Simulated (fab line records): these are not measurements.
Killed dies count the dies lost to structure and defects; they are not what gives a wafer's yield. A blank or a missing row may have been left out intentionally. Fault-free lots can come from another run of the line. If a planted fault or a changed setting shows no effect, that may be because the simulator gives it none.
Which tool was responsible?    flow gf180mcu    Sampling: 11 lots, 33 wafers, 2 of 602 route steps

WHAT THE GAUGES READ, wafer by wafer
GF_V4_THK_MEAS_25: measures by xrf.
lot   measured      on             V4_W_THK (nm)
L124  day 24 17:14  film_metro-03  335 336 334
L125  day 24 18:53  film_metro-03  343 345 343
L126  day 25 14:49  film_metro-01  355 350 347
L134  day 27 18:52  film_metro-01  343 339 346
L138  day 28 18:12  film_metro-03  340 336 343
L140  day 29 13:17  film_metro-01  356 357 356
L141  day 30 03:16  film_metro-01  354 352 348
L142  day 30 05:07  film_metro-02  340 342 338
L145  day 30 23:37  film_metro-02  336 342 343
L146  day 31 02:07  film_metro-02  337 337 335
L147  day 31 19:58  film_metro-01  340 339 341

WHICH TOOL RAN EACH LOT (tool, then ch and the chambers of the sampled wafers, then the start)
lot   GF_M3_METAL_ETCH_16
L124  rie_metal-03 ch 0, day 21 07:47
L125  rie_metal-04 ch 0, day 21 15:37
L126  rie_metal-01 ch 0,1, day 22 06:29
L134  rie_metal-04 ch 1, day 24 22:23
L138  rie_metal-01 ch 0,1, day 26 00:35
L140  rie_metal-01 ch 0,1, day 26 20:26
L141  rie_metal-01 ch 0,1, day 27 11:14
L142  rie_metal-01 ch 0,1, day 27 13:25
L145  rie_metal-01 ch 0,1, day 28 10:49
L146  rie_metal-03 ch 1, day 28 11:37
L147  rie_metal-03 ch 0,1, day 29 07:59
- GF_M3_METAL_ETCH_16: etches the open film in Cl2/BCl3, stops on SiO2, target depth 750.8 nm, time 125.1 s.

WHAT THE TOOLS THEMSELVES READ (means of the sampled wafers that have a number; where no wafer has one, the mark that the record gives instead)
GF_M3_METAL_ETCH_16.
lot   tool          drypump_motor_current_A (A)  oes_product_au (a.u.)  throttle_valve_pct (%)
L124  rie_metal-03  5.9                          0.998                  28.218
L125  rie_metal-04  5.8                          0.992                  28.234
L126  rie_metal-01  5.8                          0.994                  28.232
L134  rie_metal-04  5.6                          0.989                  28.221
L138  rie_metal-01  5.6                          0.989                  28.232
L140  rie_metal-01  5.6                          0.991                  28.226
L141  rie_metal-01  5.9                          0.987                  28.236
L142  rie_metal-01  5.6                          0.990                  28.242
L145  rie_metal-01  5.8                          0.987                  28.225
L146  rie_metal-03  6.1                          0.993                  28.228
L147  rie_metal-03  6.0                          0.988                  28.237

THE ANSWER, worked out from the rows above alone
Rule: the usual values come from the lots themselves. The widest of any qualifying gaps counts: lots, ordered by their means at a reading, are off when they make up no more than a third of the lots, leave a main group of 4 or more, and stand apart from it by 3 or more times the standard deviation of that group's means. A main group is skipped when, at the precision printed for the reading in the tables above, its means are all equal. Also off: a lot with no number at a reading for which 4 or more lots have one. Any other lot the step has rows for is counted as sound. Order of review: gauges by route order, followed by the tools' own readings, for which a lot's mean as printed above is used. At the first step where some lot is off, the reading lying furthest off is the one used; lots without a number count as furthest.
No lot is off at any reading shown: from this, nothing can be told.

WHAT THE SIMULATOR HAD INSERTED
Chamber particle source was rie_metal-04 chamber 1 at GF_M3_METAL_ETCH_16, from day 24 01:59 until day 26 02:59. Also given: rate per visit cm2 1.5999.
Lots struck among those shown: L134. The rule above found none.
